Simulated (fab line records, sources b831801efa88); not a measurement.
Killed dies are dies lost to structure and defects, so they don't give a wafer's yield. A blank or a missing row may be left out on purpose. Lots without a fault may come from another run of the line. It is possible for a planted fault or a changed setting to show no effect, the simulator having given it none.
fab line records	flow sfq-line
record lots=6	wafers=18	last-day=91
route steps=325 shown I0@47 M1@58 I1@73 M2@88 M8@325
lots that met no fault: from a run of the same line without faults
start-h: hours from the record's first day to the start of the lot's first wafer shown	wait-h: time in hours since the lot's previous step	" identical to the entry in the row above	L1.1+2: a row that stands for several wafers	- no value present, or no start provided	* or withheld: withheld	< > ~ a bound
route shown NAME@n: a module of which the file shows steps, and the number in the route of the first	usual: mean/standard deviation taken from wafers without a fault	same: alike in all rows	chamber/n: place in a boat	sites: each site's reading	_std_site: the standard deviation of these	_edge_site: the outer-site mean with the inner-site mean subtracted	radius-mm: how far each site lies from the wafer's centre	mask NAME#n: copy n	behind: tool/chamber where the wafer was last shaped	hold: why the lot went on hold/how many hours it stayed there/how the hold came to an end	device: the n, p or np transistor that did not switch	end of line: tests of these same wafers at the route's end	step lacking rows: just its recipe	killed: not the wafer's yield, but the dies lost to structure and defects at the first sort	map: shows each die of a wafer: x if killed, . if not, _ if none is there
set.NAME: the run value of the setting; set.NAME@STEP: its run value at that earlier step	model.NAME: the simulator's own value behind a step, which no gauge read
lots seen at some steps along the route; tables by step, rows by wafer
services: when a tool's chamber went out of use (start-h, in hours from the record's first day, below 0 if earlier), for how many hours, and the reason
## steps
# step SFQ_TRILAYER_I0_VIA_LITHO_COAT_036
# recipe resist=BARC	spin-rpm=3000	resist-thk-nm=62
# step SFQ_TRILAYER_I0_VIA_LITHO_COAT_031
# recipe resist=KrF	spin-rpm=3000	resist-thk-nm=650
# step SFQ_TRILAYER_I0_VIA_LITHO_SOFTBAKE_035
# recipe temp-c=withheld	time-s=withheld	resist=KrF
# step SFQ_TRILAYER_I0_VIA_LITHO_EXPOSE_032
# recipe mask-id=I0	na=0.6	source-shape=conventional	sigma-outer=0.65	target-cd-nm=500	dose-mj=21.3
# step SFQ_TRILAYER_I0_VIA_LITHO_PEB_034
# recipe peb-temp-c=115	peb-time-s=60	resist=KrF
# step SFQ_TRILAYER_I0_VIA_LITHO_DEVELOP_033
# recipe time-s=60	resist=KrF
# step SFQ_I0_OVL_MEAS_908
# usual I0_OVL=-2/5.2
lot.wafer	tool	chamber	start-h	wait-h	I0_OVL[nm]
L227.3	overlay-01	-	221.94	0.1	-14
L227.4	"	-	"	"	-11
L227.5	"	-	"	"	-4
L236.3	overlay-02	-	278.33	0.1	1
L236.4	"	-	"	"	-8
L236.5	"	-	"	"	-6
L237.1	overlay-02	-	281.93	0.1	-1
L237.2	"	-	"	"	-2
L237.3	"	-	"	"	-2
L240.1	overlay-01	-	313.51	0.1	0
L240.2	"	-	"	"	4
L240.4	"	-	"	"	7
L242.2	overlay-02	-	337.47	0.1	-11
L242.5	"	-	"	"	-16
L242.6	"	-	"	"	-9
L243.2	overlay-01	-	343.71	0.1	3
L243.3	"	-	"	"	2
L243.5	"	-	"	"	-7
# step SFQ_TRILAYER_I0_VIA_BARC_OPEN_VIA_ETCH_046
# recipe mask-material=PR	chemistry=O2	target-depth-nm=125	target=BARC	source-w=500	bias-w=80	pressure-mtorr=30	time-s=41.7
# usual drypump-motor-current-A=5.6/0.53	oes-product-au=0.685/0.0043	rf-fwd-power-W=494.7/2.2
lot.wafer	tool	chamber	start-h	wait-h	drypump-motor-current-A	oes-product-au	rf-fwd-power-W	rf-hours-counter-h
L227.3	rie-diel-02	3	221.97	0.0	6.4	0.687	490.2	0
L227.4	"	2	"	"	5.7	0.684	494.8	109
L227.5	"	1	"	"	5.4	0.686	497.6	-
L236.3	rie-diel-03	0	278.35	0.0	4.8	0.688	495.2	0
L236.4	"	2	"	"	5.7	0.678	498.0	61
L236.5	"	0	"	"	4.8	0.684	493.1	-
L237.1	rie-diel-02	2	281.97	0.0	5.7	0.686	496.5	110
L237.2	"	1	"	"	5.4	0.681	501.1	24
L237.3	"	3	"	"	6.4	0.684	494.3	1
L240.1	rie-diel-01	3	313.55	0.0	5.8	0.690	494.4	97
L240.2	"	1	"	"	4.9	0.681	492.3	22
L240.4	"	2	"	"	5.8	0.684	494.5	15
L242.2	rie-diel-03	0	337.50	0.0	4.8	0.678	492.5	1
L242.5	"	3	"	"	4.9	0.688	498.0	-
L242.6	"	0	"	"	4.8	0.685	493.7	-
L243.2	rie-diel-02	0	343.74	0.0	5.8	0.686	496.4	89
L243.3	"	2	"	"	5.7	0.685	494.6	111
L243.5	"	1	"	"	5.4	0.682	497.7	-
# step SFQ_TRILAYER_I0_VIA_ETCH_VIA_ETCH_034
# recipe target=SiO2	stop-on=Nb	mask-material=PR	taper-deg=20	chemistry=CHF3	target-depth-nm=260	source-w=500	bias-w=80	pressure-mtorr=30	time-s=withheld
# step SFQ_TRILAYER_I0_VIA_STRIP_STRIP_035
# recipe gas=O2	power-w=200	platen-temp-c=40	overash-fraction=0.65	chemistry=O2	pressure-mtorr=50
# step SFQ_TRILAYER_I0_VIA_STRIP_SOLV_CLEAN_036
# recipe chemistry=NMP	temp-c=70	time-s=600
# step SFQ_TRILAYER_M1_DEP_PRE_CLEAN_038
# recipe gas=Ar	time-s=22.5	bias-v=250
# step SFQ_TRILAYER_M1_DEP_SPUTTER_037
# recipe material=Nb	base-pressure-pa=1.33e-06	chamber-pressure-pa=0.1333	substrate-temp-c=20	resputter-cathode-voltage-v=400	target-thk-nm=200	power-w=2000	time-s=133.3
# usual base-pressure-pa=1.33e-06/7.3e-08	resputter-cathode-voltage-v=400/3.6	throttle-valve-pct=29.3/0.58
lot.wafer	tool	chamber	start-h	wait-h	base-pressure-pa	resputter-cathode-voltage-v	throttle-valve-pct	model.Nb_of_TRILAYER_M1_DEP_SPUTTER_037.thk-nm
L227.3	pvd-sputter-03	-	222.92	0.0	1.33e-06	398	29.6	196.8
L227.4	"	-	"	"	1.4e-06	398	29.1	200.3
L227.5	"	-	"	"	1.38e-06	395	30.1	197.1
L236.3	pvd-sputter-06	-	279.31	0.0	1.28e-06	403	29.9	196.8
L236.4	"	-	"	"	1.32e-06	401	29.3	199.7
L236.5	"	-	"	"	1.3e-06	399	30.1	197.7
L237.1	pvd-sputter-06	-	282.92	0.0	1.42e-06	393	29.6	198.9
L237.2	"	-	"	"	1.32e-06	392	29.8	198.7
L237.3	"	-	"	"	1.24e-06	404	28.6	197.6
L240.1	pvd-sputter-03	-	314.52	0.0	1.34e-06	398	29.8	199.2
L240.2	"	-	"	"	1.34e-06	402	29.7	199.1
L240.4	"	-	"	"	1.36e-06	403	29.2	200.4
L242.2	pvd-sputter-03	-	338.63	0.0	1.31e-06	404	30.0	145.8
L242.5	"	-	"	"	1.31e-06	401	29.5	201.2
L242.6	"	-	"	"	1.44e-06	402	29.7	144.2
L243.2	pvd-sputter-03	-	344.71	0.0	1.26e-06	395	30.0	145.8
L243.3	"	-	"	"	1.33e-06	398	29.7	197.2
L243.5	"	-	"	"	1.24e-06	398	29.6	197.4
# step SFQ_M1_RS_MEAS_909
# recipe thk-meas-gauge=four-point-probe	reads=Nb_of_TRILAYER_M1_DEP_SPUTTER_037
# usual M1_NB_RS=0.893/0.01
lot.wafer	tool	chamber	start-h	wait-h	M1_NB_RS[ohm/sq]
L227.3	film-metro-04	-	223.06	0.1	0.904
L227.4	"	-	"	"	0.888
L227.5	"	-	"	"	0.902
L236.3	film-metro-04	-	279.45	0.1	0.905
L236.4	"	-	"	"	0.892
L236.5	"	-	"	"	0.901
L237.1	film-metro-01	-	283.02	0.0	0.893
L237.2	"	-	"	"	0.895
L237.3	"	-	"	"	0.899
L240.1	film-metro-04	-	314.61	0.0	0.896
L240.2	"	-	"	"	0.894
L240.4	"	-	"	"	0.888
L242.2	film-metro-01	-	338.74	0.1	1.225
L242.5	"	-	"	"	0.884
L242.6	"	-	"	"	1.238
L243.2	film-metro-01	-	344.82	0.1	1.224
L243.3	"	-	"	"	0.902
L243.5	"	-	"	"	0.901
# step SFQ_TRILAYER_M1_LITHO_COAT_044
# recipe resist=BARC	spin-rpm=3000	resist-thk-nm=62
# step SFQ_TRILAYER_M1_LITHO_COAT_039
# recipe resist=KrF	spin-rpm=3000	resist-thk-nm=600
# step SFQ_TRILAYER_M1_LITHO_SOFTBAKE_043
# recipe temp-c=withheld	time-s=withheld	resist=KrF
# step SFQ_TRILAYER_M1_LITHO_EXPOSE_040
# recipe mask-id=M1	na=0.6	source-shape=conventional	sigma-outer=0.65	target-cd-nm=500	dose-mj=14.4
# step SFQ_TRILAYER_M1_LITHO_PEB_042
# recipe peb-temp-c=115	peb-time-s=60	resist=KrF
# step SFQ_TRILAYER_M1_LITHO_DEVELOP_041
# recipe time-s=60	resist=KrF
# step SFQ_M1_OVL_MEAS_911
# usual M1_OVL=-1/5
lot.wafer	tool	chamber	start-h	wait-h	M1_OVL[nm]
L227.3	overlay-02	-	249.51	0.1	6
L227.4	"	-	"	"	3
L227.5	"	-	"	"	2
L236.3	overlay-01	-	303.51	0.1	-4
L236.4	"	-	"	"	2
L236.5	"	-	"	"	-4
L237.1	overlay-01	-	307.10	0.1	0
L237.2	"	-	"	"	-3
L237.3	"	-	"	"	-2
L240.1	overlay-02	-	333.70	0.1	0
L240.2	"	-	"	"	-3
L240.4	"	-	"	"	-5
L242.2	overlay-01	-	352.91	0.1	-5
L242.5	"	-	"	"	0
L242.6	"	-	"	"	-1
L243.2	overlay-02	-	357.71	0.1	-1
L243.3	"	-	"	"	2
L243.5	"	-	"	"	3
# step SFQ_TRILAYER_M1_BARC_OPEN_METAL_ETCH_054
# recipe mask-material=PR	chemistry=O2	target-depth-nm=125	target=BARC	icp-w=600	bias-w=80	pressure-mtorr=10	time-s=41.7
# usual drypump-motor-current-A=5.5/0.54	oes-product-au=0.685/0.0051	rf-fwd-power-W=593.5/2.2
lot.wafer	tool	chamber	start-h	wait-h	drypump-motor-current-A	oes-product-au	rf-fwd-power-W	rf-hours-counter-h
L227.3	rie-metal-02	0	249.55	0.0	5.8	0.679	594.7	-
L227.4	"	1	"	"	4.8	0.688	592.3	-
L227.5	"	0	"	"	5.8	0.691	593.6	-
L236.3	rie-metal-02	0	303.55	0.0	5.8	0.685	591.2	-
L236.4	"	1	"	"	4.8	0.680	593.0	-
L236.5	"	0	"	"	5.8	0.684	594.4	-
L237.1	rie-metal-01	0	307.13	0.0	5.8	0.683	595.2	58
L237.2	"	1	"	"	5.0	0.684	597.5	38
L237.3	"	0	"	"	5.8	0.678	598.1	-
L240.1	rie-metal-01	1	333.74	0.0	5.0	0.681	591.5	42
L240.2	"	0	"	"	5.8	0.689	591.3	63
L240.4	"	1	"	"	5.0	0.683	592.6	-
L242.2	rie-metal-04	1	352.94	0.0	6.1	0.693	592.1	25
L242.5	"	1	"	"	6.2	0.692	591.5	-
L242.6	"	0	"	"	5.0	0.686	595.6	-
L243.2	rie-metal-04	1	357.74	0.0	6.2	0.690	593.4	26
L243.3	"	1	"	"	6.2	0.686	592.6	-
L243.5	"	1	"	"	6.2	0.684	594.0	-
# step SFQ_TRILAYER_M1_ETCH_METAL_ETCH_042
# recipe target=Nb	stop-on=SiO2	mask-material=PR	chemistry=Cl2/Ar	target-depth-nm=240	icp-w=600	bias-w=80	pressure-mtorr=10	time-s=120
# usual drypump-motor-current-A=5.5/0.54	oes-product-au=0.892/0.0065	rf-fwd-power-W=596.6/1.8
lot.wafer	tool	chamber	start-h	wait-h	drypump-motor-current-A	oes-product-au	rf-fwd-power-W	rf-hours-counter-h
L227.3	rie-metal-02	0	249.63	0.1	5.8	0.880	594.6	-
L227.4	"	1	"	"	4.8	0.903	597.1	-
L227.5	"	0	"	"	5.8	0.885	597.6	-
L236.3	rie-metal-02	0	303.63	0.1	5.8	0.881	598.8	-
L236.4	"	1	"	"	4.8	0.895	595.0	-
L236.5	"	0	"	"	5.8	0.893	598.8	-
L237.1	rie-metal-01	0	307.19	0.0	5.8	0.887	596.7	58
L237.2	"	1	"	"	5.0	0.892	598.8	38
L237.3	"	0	"	"	5.8	0.886	597.8	-
L240.1	rie-metal-01	1	333.80	0.0	5.0	0.894	598.9	42
L240.2	"	0	"	"	5.8	0.897	593.4	63
L240.4	"	1	"	"	5.0	0.892	597.3	-
L242.2	rie-metal-04	1	353.00	0.0	6.2	0.751	593.1	25
L242.5	"	1	"	"	6.2	0.897	595.4	-
L242.6	"	0	"	"	5.0	0.751	597.9	-
L243.2	rie-metal-04	1	357.80	0.0	6.2	0.764	594.3	27
L243.3	"	1	"	"	6.2	0.887	597.3	-
L243.5	"	1	"	"	6.2	0.887	592.5	-
# step SFQ_TRILAYER_M1_STRIP_STRIP_043
# recipe gas=O2	power-w=200	platen-temp-c=40	overash-fraction=0.65	chemistry=O2	pressure-mtorr=50
# step SFQ_TRILAYER_M1_STRIP_SOLV_CLEAN_044
# recipe chemistry=NMP	temp-c=70	time-s=600
# step SFQ_TRILAYER_I1_DEP_PECVD_045
# recipe material=SiO2	temp-c=150	time-s=111.11	pressure-torr=2.4	rf-w=183.3	precursor=SiH4/N2O	target-thk-nm=500
# step SFQ_TRILAYER_I1_CMP_CMP_046
# recipe material=SiO2	down-force-psi=3	platen-rpm=60	pad-velocity-m-s=0.94248
# step SFQ_I1_BOW_MEAS_912
# recipe mode=bow
# usual I1_BOW=2/7.2
lot.wafer	tool	chamber	start-h	wait-h	I1_BOW[um]
L227.3	film-metro-02	-	255.64	2.0	7
L227.4	"	-	"	"	1
L227.5	"	-	"	"	-8
L236.3	film-metro-03	-	317.21	2.0	11
L236.4	"	-	"	"	7
L236.5	"	-	"	"	13
L237.1	film-metro-03	-	323.09	2.0	-3
L237.2	"	-	"	"	3
L237.3	"	-	"	"	-7
L240.1	film-metro-04	-	341.09	1.5	14
L240.2	"	-	"	"	9
L240.4	"	-	"	"	6
L242.2	film-metro-03	-	358.60	2.5	7
L242.5	"	-	"	"	-7
L242.6	"	-	"	"	3
L243.2	film-metro-04	-	364.60	1.0	-2
L243.3	"	-	"	"	10
L243.5	"	-	"	"	3
# step SFQ_TRILAYER_I1_METRO_MEASURE_047
# usual thk-nm=200.0/1
lot.wafer	tool	chamber	start-h	wait-h	thk-nm
L227.3	film-metro-02	-	256.12	0.5	200.3
L227.4	"	-	"	"	202.5
L227.5	"	-	"	"	200.2
L236.3	film-metro-03	-	317.69	0.5	199.9
L236.4	"	-	"	"	199.1
L236.5	"	-	"	"	199.9
L237.1	film-metro-03	-	323.21	0.1	200.6
L237.2	"	-	"	"	200.6
L237.3	"	-	"	"	201.7
L240.1	film-metro-04	-	341.21	0.1	200.5
L240.2	"	-	"	"	199.4
L240.4	"	-	"	"	202.4
L242.2	film-metro-03	-	358.90	0.3	199.9
L242.5	"	-	"	"	198.1
L242.6	"	-	"	"	200.5
L243.2	film-metro-04	-	364.90	0.3	199.4
L243.3	"	-	"	"	200.8
L243.5	"	-	"	"	199.8
# step SFQ_TRILAYER_I1_VIA_LITHO_COAT_054
# recipe resist=BARC	spin-rpm=3000	resist-thk-nm=62
# step SFQ_TRILAYER_I1_VIA_LITHO_COAT_049
# recipe resist=KrF	spin-rpm=3000	resist-thk-nm=650
# step SFQ_TRILAYER_I1_VIA_LITHO_SOFTBAKE_053
# recipe temp-c=withheld	time-s=withheld	resist=KrF
# step SFQ_TRILAYER_I1_VIA_LITHO_EXPOSE_050
# recipe mask-id=I1	na=0.6	source-shape=conventional	sigma-outer=0.65	target-cd-nm=500	dose-mj=21.3
# step SFQ_TRILAYER_I1_VIA_LITHO_PEB_052
# recipe peb-temp-c=115	peb-time-s=60	resist=KrF
# step SFQ_TRILAYER_I1_VIA_LITHO_DEVELOP_051
# recipe time-s=60	resist=KrF
# step SFQ_I1_OVL_MEAS_913
# usual I1_OVL=0/5.4
lot.wafer	tool	chamber	start-h	wait-h	I1_OVL[nm]
L227.3	overlay-01	-	381.82	0.1	4
L227.4	"	-	"	"	3
L227.5	"	-	"	"	13
L236.3	overlay-01	-	460.25	0.1	-3
L236.4	"	-	"	"	-6
L236.5	"	-	"	"	0
L237.1	overlay-01	-	465.03	0.1	6
L237.2	"	-	"	"	0
L237.3	"	-	"	"	-3
L240.1	overlay-02	-	492.40	0.1	3
L240.2	"	-	"	"	0
L240.4	"	-	"	"	-4
L242.2	overlay-01	-	512.81	0.1	-16
L242.5	"	-	"	"	-12
L242.6	"	-	"	"	-8
L243.2	overlay-02	-	517.61	0.1	4
L243.3	"	-	"	"	-1
L243.5	"	-	"	"	-1
# step SFQ_TRILAYER_I1_VIA_BARC_OPEN_VIA_ETCH_071
# recipe mask-material=PR	chemistry=O2	target-depth-nm=125	target=BARC	source-w=500	bias-w=80	pressure-mtorr=30	time-s=41.7
# usual drypump-motor-current-A=5.5/0.46	oes-product-au=0.686/0.004	rf-fwd-power-W=494.4/2.2
lot.wafer	tool	chamber	start-h	wait-h	drypump-motor-current-A	oes-product-au	rf-fwd-power-W	rf-hours-counter-h
L227.3	rie-diel-03	2	381.84	0.0	5.6	0.683	495.2	63
L227.4	"	0	"	"	4.8	0.688	494.0	-
L227.5	"	2	"	"	5.7	0.692	495.0	-
L236.3	rie-diel-03	3	460.27	0.0	5.0	0.685	496.5	1
L236.4	"	2	"	"	5.7	0.690	496.4	-
L236.5	"	1	"	"	5.6	0.692	492.6	-
L237.1	rie-diel-03	1	465.07	0.0	5.6	0.680	492.0	2
L237.2	"	2	"	"	5.7	0.681	496.2	64
L237.3	"	0	"	"	4.8	0.689	493.5	4
L240.1	rie-diel-03	1	492.44	0.0	5.6	0.683	491.0	3
L240.2	"	3	"	"	5.0	0.681	497.5	1
L240.4	"	0	"	"	4.8	0.686	493.6	4
L242.2	rie-diel-01	1	512.84	0.0	4.9	0.685	495.7	26
L242.5	"	1	"	"	4.9	0.680	497.6	-
L242.6	"	2	"	"	5.7	0.687	497.3	-
L243.2	rie-diel-01	3	517.64	0.0	5.9	0.682	494.0	0
L243.3	"	2	"	"	5.8	0.685	496.4	19
L243.5	"	1	"	"	4.9	0.686	496.0	-
# step SFQ_TRILAYER_I1_VIA_ETCH_VIA_ETCH_052
# recipe target=SiO2	stop-on=Nb	mask-material=PR	taper-deg=20	chemistry=CHF3	target-depth-nm=260	source-w=500	bias-w=80	pressure-mtorr=30	time-s=withheld
# step SFQ_TRILAYER_I1_VIA_STRIP_STRIP_053
# recipe gas=O2	power-w=200	platen-temp-c=40	overash-fraction=0.65	chemistry=O2	pressure-mtorr=50
# usual drypump-motor-current-A=5.3/0.41	oes-product-au=1.003/0.0084	platen-temp-c=40.01/0.1
# same overash-fraction=0.65
lot.wafer	tool	chamber	start-h	wait-h	drypump-motor-current-A	oes-product-au	platen-temp-c	rf-hours-counter-h
L227.3	rie-metal-01	1	382.20	-	5.0	1.014	40.14	-
L227.4	"	0	"	"	5.8	1.004	39.98	-
L227.5	"	0	"	"	5.8	1.000	40.01	-
L236.3	rie-metal-02	1	460.62	-	4.8	0.997	40.00	-
L236.4	"	0	"	"	5.8	0.995	40.02	-
L236.5	"	1	"	"	4.8	1.004	40.13	-
L237.1	rie-metal-01	0	465.22	-	5.8	0.986	40.13	89
L237.2	"	1	"	"	5.0	1.010	40.13	69
L237.3	"	0	"	"	5.8	0.990	40.12	-
L240.1	rie-metal-03	0	492.59	-	5.6	1.001	39.93	166
L240.2	"	0	"	"	5.6	1.006	39.97	-
L240.4	"	0	"	"	5.6	0.995	40.08	-
L242.2	rie-metal-03	0	513.19	-	5.6	1.014	40.03	-
L242.5	"	0	"	"	5.6	1.013	40.08	-
L242.6	"	0	"	"	5.6	1.005	40.08	-
L243.2	rie-metal-01	0	517.79	-	5.8	0.994	39.96	95
L243.3	"	0	"	"	5.8	0.978	40.06	-
L243.5	"	0	"	"	5.8	0.976	40.07	-
# step SFQ_TRILAYER_I1_VIA_STRIP_SOLV_CLEAN_054
# recipe chemistry=NMP	temp-c=70	time-s=600
# step SFQ_TRILAYER_M2_DEP_PRE_CLEAN_056
# recipe gas=Ar	time-s=22.5	bias-v=250
# step SFQ_M8_BOW_MEAS_951
# recipe mode=bow
# usual M8_BOW=10/9.5
lot.wafer	tool	chamber	start-h	wait-h	M8_BOW[um]	model.etest.m1.ohm-um	model.etest.i0.link-ohm	model.etest.m1.ohm-sq	model.etest.i1.link-ohm
L227.3	film-metro-02	-	1972.44	0.0	20	1.81	1.976	0.904	1.989
L227.4	"	-	"	"	15	1.773	1.967	0.8881	1.966
L227.5	"	-	"	"	6	1.802	1.964	0.9023	1.973
L236.3	film-metro-01	-	2030.56	0.0	20	1.799	1.989	0.904	1.981
L236.4	"	-	"	"	18	1.779	1.983	0.8908	1.96
L236.5	"	-	"	"	23	1.784	1.997	0.8998	1.978
L237.1	film-metro-03	-	2046.70	0.0	8	1.791	1.961	0.8943	2.001
L237.2	"	-	"	"	15	1.794	1.954	0.8951	1.984
L237.3	"	-	"	"	5	1.797	1.971	0.9002	2.002
L240.1	film-metro-03	-	2132.19	0.0	21	1.806	1.979	0.8929	1.962
L240.2	"	-	"	"	17	1.796	1.974	0.8934	1.962
L240.4	"	-	"	"	14	1.796	1.972	0.8876	1.961
L242.2	film-metro-02	-	2138.88	0.0	29	2.432	2.36	1.22	2.292
L242.5	"	-	"	"	15	1.759	1.971	0.8842	1.948
L242.6	"	-	"	"	25	2.471	2.389	1.233	2.306
L243.2	film-metro-02	-	2175.05	0.0	11	2.433	2.357	1.22	2.284
L243.3	"	-	"	"	23	1.799	1.972	0.9022	1.968
L243.5	"	-	"	"	17	1.798	1.964	0.9012	1.969
## services
tool	chamber	start-h	hours	kind
rie-diel-01	0	200.17	11.5	repair
rie-diel-02	0	203.10	13.4	repair
rie-diel-03	0	208.00	7.2	repair
rie-metal-01	1	218.10	5.8	repair
rie-diel-03	-	218.34	4.3	pm
film-metro-03	-	238.36	0.9	repair
pvd-sputter-03	-	268.28	26.4	repair
rie-metal-02	-	284.22	1.9	repair
rie-metal-01	1	289.50	2.4	repair
pvd-sputter-03	-	289.70	2.4	repair
rie-diel-03	2	293.35	8.2	repair
film-metro-03	-	298.25	4.5	repair
rie-metal-02	-	332.29	15.6	pm
rie-metal-02	-	380.20	2.8	pm
rie-metal-04	-	381.73	10.0	pm
rie-metal-01	-	402.51	0.5	repair
rie-metal-02	-	416.16	0.6	repair
rie-metal-01	-	416.82	2.8	pm
rie-metal-02	0	425.08	15.7	repair
rie-metal-04	0	443.86	2.6	repair
rie-diel-03	0	459.77	4.2	repair
pvd-sputter-03	-	466.53	1.4	repair
rie-diel-03	-	476.40	1.1	repair
pvd-sputter-03	-	484.57	1.8	repair
## key
first-sign step=SFQ_M1_RS_MEAS_909	reading=M1_NB_RS	direction=up	sigmas=34	usual=0.893	struck=1.229
effect step=SFQ_TRILAYER_M1_ETCH_METAL_ETCH_042	reading=oes-product-au	direction=down	sigmas=21	usual=0.892	struck=0.755
model-effect step=SFQ_TRILAYER_M1_DEP_SPUTTER_037	value=Nb_of_TRILAYER_M1_DEP_SPUTTER_037.thk-nm	without=198.8	struck=145.3
model-effect step=SFQ_M8_BOW_MEAS_951	value=etest.m1.ohm-um	without=1.787	struck=2.445
met-at SFQ_TRILAYER_M1_DEP_SPUTTER_037
struck-wafers L242.2,L242.6,L243.2
onset-between 314.52 338.63
fault kind=process-parameter-drift	tool=pvd-sputter-03	chamber=-	onset-h=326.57	steps=SFQ_TRILAYER_M1_DEP_SPUTTER_037	channel=target-thk-nm	offset=-53.459	shape=step	end-h=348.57	scope=struck-wafers-only	acts-in=these-recipes-only	stated=200
